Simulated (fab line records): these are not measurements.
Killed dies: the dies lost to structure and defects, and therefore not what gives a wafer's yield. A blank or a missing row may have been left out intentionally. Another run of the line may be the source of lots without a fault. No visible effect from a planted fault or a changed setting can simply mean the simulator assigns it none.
Matching of chambers :: flow gf180mcu :: cmp-01 running GF_V5_CMP_26: 4 sister chambers
The step polishes, stops on SiO2, t overpolish 15 s, target thk 0 nm. 8 wafers are shown with their chamber, then 8 later ones without.

== WAFERS WITH THEIR CHAMBER ==
wafer: L584.3
chamber: 1
motor-current-A (A): 12.8
time-to-endpoint-s (s): 80

wafer: L587.2
chamber: 0
motor-current-A (A): 10.3
time-to-endpoint-s (s): 81

wafer: L587.4
chamber: 3
motor-current-A (A): 10.1
time-to-endpoint-s (s): 87

wafer: L587.5
chamber: 1
motor-current-A (A): 12.5
time-to-endpoint-s (s): 80

wafer: L589.1
chamber: 2
motor-current-A (A): 11.6
time-to-endpoint-s (s): 82

wafer: L589.4
chamber: 0
motor-current-A (A): 9.6
time-to-endpoint-s (s): 75

wafer: L589.5
chamber: 3
motor-current-A (A): 11.2
time-to-endpoint-s (s): 83

wafer: L594.2
chamber: 2
motor-current-A (A): 11.6
time-to-endpoint-s (s): 84

== WAFERS WITHOUT THEIR CHAMBER ==
wafer: L594.4
motor-current-A (A): 12.8
time-to-endpoint-s (s): 80

wafer: L594.6
motor-current-A (A): 13.1
time-to-endpoint-s (s): 78

wafer: L595.1
motor-current-A (A): 12.2
time-to-endpoint-s (s): 81

wafer: L595.3
motor-current-A (A): 10.5
time-to-endpoint-s (s): 88

wafer: L595.5
motor-current-A (A): 9.6
time-to-endpoint-s (s): 81

wafer: L596.2
motor-current-A (A): 10.8
time-to-endpoint-s (s): 88

wafer: L596.4
motor-current-A (A): 11.4
time-to-endpoint-s (s): 83

wafer: L596.5
motor-current-A (A): 12.7
time-to-endpoint-s (s): 80

== WHICH CHAMBER EACH WENT THROUGH ==
wafer: L594.4
from the rows above: 1
in truth: 1

wafer: L594.6
from the rows above: 1
in truth: 1

wafer: L595.1
from the rows above: can't be placed: 1 or 2
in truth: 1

wafer: L595.3
from the rows above: can't be placed: 3 or 2
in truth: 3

wafer: L595.5
from the rows above: can't be placed: 0 or 3
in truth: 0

wafer: L596.2
from the rows above: can't be placed: 3 or 2
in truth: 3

wafer: L596.4
from the rows above: can't be placed: 2 or 3
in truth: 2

wafer: L596.5
from the rows above: 1
in truth: 1
Correctly placed: 3 of 8. Cannot be placed on the basis of these rows: 5; the candidates contain the true chamber in 5. Wrongly placed: 0.
How it was worked out, from the rows above alone: a wafer's distance from a chamber is the root of the sum, over the readings, of the square of ((its reading less the chamber's mean) divided by the reading's scatter). If the next closest chamber is less than 2 further off than the closest, the wafer can't be placed; otherwise it belongs to the closest. The mean given for a chamber averages the wafers shown for that chamber. The scatter: take each reading less its chamber's mean, square it, sum over the shown wafers, divide by the number of wafers less the number of chambers, and take the root.
